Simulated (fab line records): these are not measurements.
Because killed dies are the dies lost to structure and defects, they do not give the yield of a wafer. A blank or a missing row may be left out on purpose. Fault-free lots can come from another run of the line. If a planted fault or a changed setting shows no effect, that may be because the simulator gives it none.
What tool caused it?	flow gf180mcu	Sampling: 12 lots, 36 wafers, 3 of 602 route steps

== WHAT THE GAUGES SHOWED, per wafer ==
GF_M2_CD_MEAS_14: the cd target is 280 nm.
lot	measured	on	cd-nm (nm)
L625	day 20 04:59	cd-sem-02	281.7 281.9 282.1
L626	day 20 18:19	cd-sem-01	279.8 281.5 281.1
L627	day 21 04:56	cd-sem-02	280.7 281.3 281.3
L628	day 21 14:09	cd-sem-02	279.2 279.2 278.9
L636	day 24 15:54	cd-sem-02	279.8 279.2 280.5
L637	day 24 17:27	cd-sem-02	278.5 279.7 278.5
L639	day 25 05:05	cd-sem-01	283.6 282.6 281.9
L640	day 25 10:59	cd-sem-02	278.0 278.6 279.3
L642	day 26 05:08	cd-sem-02	278.8 279.1 278.2
L643	day 26 11:20	cd-sem-01	281.4 279.5 279.8
L644	day 26 14:13	cd-sem-02	279.9 279.3 281.4
L645	day 26 22:28	cd-sem-02	280.2 280.8 280.8

== WHICH TOOL RAN EACH LOT (tool, then ch and the chambers of the sampled wafers, then the start) ==
lot	GF_V1_STRIP_18	GF_M2_SPUTTER_03
L625	plasma-asher-02 ch 0,1, day 19 04:34	pvd-sputter-02, day 19 05:58
L626	plasma-asher-01 ch 0,1, day 19 16:55	pvd-sputter-04, day 19 18:19
L627	plasma-asher-04 ch 0,1, day 20 03:55	pvd-sputter-04, day 20 05:19
L628	plasma-asher-01 ch 1, day 20 12:40	pvd-sputter-02, day 20 14:04
L636	plasma-asher-02 ch 1, day 23 16:19	pvd-sputter-04, day 23 17:49
L637	plasma-asher-02 ch 0,1, day 23 17:52	pvd-sputter-01, day 23 19:26
L639	plasma-asher-04 ch 0,1, day 24 05:17	pvd-sputter-01, day 24 07:07
L640	plasma-asher-04 ch 0,1, day 24 11:01	pvd-sputter-01, day 24 12:38
L642	plasma-asher-01 ch 0,1, day 25 06:37	pvd-sputter-01, day 25 08:21
L643	plasma-asher-01 ch 0, day 25 12:52	pvd-sputter-01, day 25 14:16
L644	plasma-asher-01 ch 0,1, day 25 15:58	pvd-sputter-01, day 25 17:22
L645	plasma-asher-04 ch 0,1, day 26 00:52	pvd-sputter-02, day 26 02:17
- GF_V1_STRIP_18: strips in O2/N2.
- GF_M2_SPUTTER_03: material Ti, target thk 10 nm, time 6.7 s.

== WHAT THE TOOLS THEMSELVES READ (means of the sampled wafers that have a number; where no wafer has one, the mark that the record gives instead) ==
GF_V1_STRIP_18.
lot	tool	chamber-pressure-mTorr (mTorr)	drypump-motor-current-A (A)	heater-power-w (W)	oes-product-au (a.u.)
L625	plasma-asher-02	1498.6	5.3	293	0.594
L626	plasma-asher-01	1501.4	5.4	334	0.593
L627	plasma-asher-04	1501.1	5.4	356	0.592
L628	plasma-asher-01	1498.8	5.6	356	0.594
L636	plasma-asher-02	1500.4	6.1	310	0.591
L637	plasma-asher-02	1500.0	5.7	306	0.589
L639	plasma-asher-04	1498.8	5.7	388	0.588
L640	plasma-asher-04	1499.9	5.5	358	0.593
L642	plasma-asher-01	1497.6	5.4	331	0.587
L643	plasma-asher-01	1498.7	5.3	319	0.588
L644	plasma-asher-01	1499.2	5.4	333	0.600
L645	plasma-asher-04	1500.2	5.4	355	0.594

GF_M2_SPUTTER_03.
lot	tool	throttle-valve-pct (%)
L625	pvd-sputter-02	30.7
L626	pvd-sputter-04	31.0
L627	pvd-sputter-04	31.6
L628	pvd-sputter-02	29.9
L636	pvd-sputter-04	30.8
L637	pvd-sputter-01	29.7
L639	pvd-sputter-01	30.1
L640	pvd-sputter-01	30.3
L642	pvd-sputter-01	29.6
L643	pvd-sputter-01	30.2
L644	pvd-sputter-01	29.7
L645	pvd-sputter-02	30.3

== THE ANSWER, worked out from the rows above alone ==
Rule: the lots themselves supply what counts as usual. The widest of any qualifying gaps counts: lots, ordered by their means at a reading, are off when they make up no more than a third of the lots, leave a main group of 4 or more, and stand apart from it by 3 or more times the standard deviation of that group's means. If all means in a main group match to the digits the tables above print for the reading, that group is not used. Also off: a lot with no number at a reading for which 4 or more lots have one. Where the step has rows for the other lots, those lots are counted as sound. Order of review: gauges by route order, followed by the tools' own readings, for which a lot's mean as printed above is used. At the first step where some lot is off, the reading lying furthest off is the one used; lots without a number count as furthest.
None of the lots is off at any reading shown; this tells nothing.

== WHAT THE SIMULATOR HAD PUT IN ==
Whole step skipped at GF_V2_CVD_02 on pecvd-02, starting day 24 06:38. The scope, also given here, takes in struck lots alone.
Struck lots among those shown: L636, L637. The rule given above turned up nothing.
